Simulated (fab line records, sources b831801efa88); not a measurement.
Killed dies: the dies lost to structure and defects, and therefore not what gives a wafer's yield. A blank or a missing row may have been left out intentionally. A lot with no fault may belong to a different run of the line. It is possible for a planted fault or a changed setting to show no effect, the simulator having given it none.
Problem report in the 8D (eight disciplines) form, filled by code / flow sky130 / the parts of the form that need people (team, actions taken, sign-off) are left out

## 1. WHAT WENT WRONG
runLengthS at SKY_CAPM_METAL_ETCH_13 reads a mean of 98.5 s on 3 wafers of 2 lots; wafers without a fault read 91.0 s with a standard deviation of 0.32. That is +24 standard deviations from the usual mean.
The step: etches TiN in Cl2/BCl3, stops on SiO2, target depth 220 nm, time 62.9 s.
First observed at day 41 06:10: wafer L689.5, on rieMetal-02. The record has a number at this step for 30 wafers belonging to 10 lots. The rule behind "out" and "out of limits": a value lying over 4 standard deviations away from the usual mean. The other wafers with a number count as sound.

## 2. WHAT IT IS AND WHAT IT IS NOT
question=which readings at this step | is=runLengthS, oesProductAu | is not=drypumpMotorCurrentA, mfcCl2Sccm
question=which lots | is=L689, L690 | is not=L682, L683, L686, L687, L688, L699, L700, L701
question=which wafers of those lots | is=L689.5, L690.4, L690.5 | is not=L689.1, L689.6, L690.1
question=read on which tools | is=rieMetal-02 | is not=rieMetal-01, rieMetal-04
question=when | is=from day 41 06:10 | is not=up to then (17 sound wafers); but 10 sound wafers of L690, L699, L700, L701 came after

## 3. SUSPECTS, AND WHAT RULES EACH OUT
Counting: a tool at a process step up to the reading stays a suspect if it ran every lot that is out. Sound lots after the first of them don't rule it out here, since some wafers of a struck lot are sound.
- rieMetal-02 at SKY_CAPM_METAL_ETCH_13 (etches TiN in Cl2/BCl3, stops on SiO2, target depth 220 nm, time 62.9 s): kept. Every lot that is out went through it, the first being L689 (day 41 06:10); the last sound lot it ran before that was L688 (day 41 04:00). On those wafers its own readings are out: oesProductAu, runLengthS.
Left after counting: rieMetal-02 at SKY_CAPM_METAL_ETCH_13.

## 4. THE CAUSE (what the simulator had put in)
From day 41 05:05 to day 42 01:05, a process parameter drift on rieMetal-02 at SKY_CAPM_METAL_ETCH_13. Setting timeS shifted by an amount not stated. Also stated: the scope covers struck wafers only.
Only this tool survived the counting.

## 5. THE CHAIN OF EFFECTS, in route order
Rows list readings where the struck wafers' mean (over those with a number) sits beyond 3 standard deviations from the usual. Readings are gone through only where the record gives a usual standard deviation; hours: the median, over the lots, of the time from a lot's start at the first step in this table giving one to that lot's start at this step; sigmas: the change measured in usual standard deviations.
hours=0; step=SKY_CAPM_METAL_ETCH_13; reading=oesProductAu; usual=0.945 a.u.; on struck wafers=0.878; change=-0.067; sigmas=-9.5
hours=0; step=SKY_CAPM_METAL_ETCH_13; reading=runLengthS; usual=91.0 s; on struck wafers=98.5; change=+7.5; sigmas=+24
hours=0; step=SKY_CAPM_METAL_ETCH_13; reading=throttleValvePct; usual=21.899 %; on struck wafers=21.940; change=+0.041; sigmas=+4.1
hours=0; step=SKY_CAPM_STRIP_14; reading=stripTimeToEndpointS; usual=12.65 s; on struck wafers=12.45; change=-0.20; sigmas=-3.8
hours=25; step=SKY_METAL3_ETCH_17; reading=oesProductAu; usual=0.757 a.u.; on struck wafers=0.699; change=-0.058; sigmas=-7.7
Here are the process steps it includes:
- SKY_CAPM_METAL_ETCH_13: etches TiN in Cl2/BCl3, stops on SiO2, target depth 220 nm, time 62.9 s.
- SKY_CAPM_STRIP_14: strips in O2/N2.
- SKY_METAL3_ETCH_17: etches SiO2 in C4F8/O2/Ar, stops on TiN, time 3.9 s, target depth 15 nm.
Later steps that measure or inspect, where all struck wafers having a row at the step show a number for every such reading and not one has moved that far: SKY_CAP2M_THK_MEAS_04.

## 6. HOW IT WOULD HAVE BEEN CAUGHT EARLIER
In this record the first reading out of limits was taken at day 41 06:10, 1 hour after the fault began at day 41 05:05.
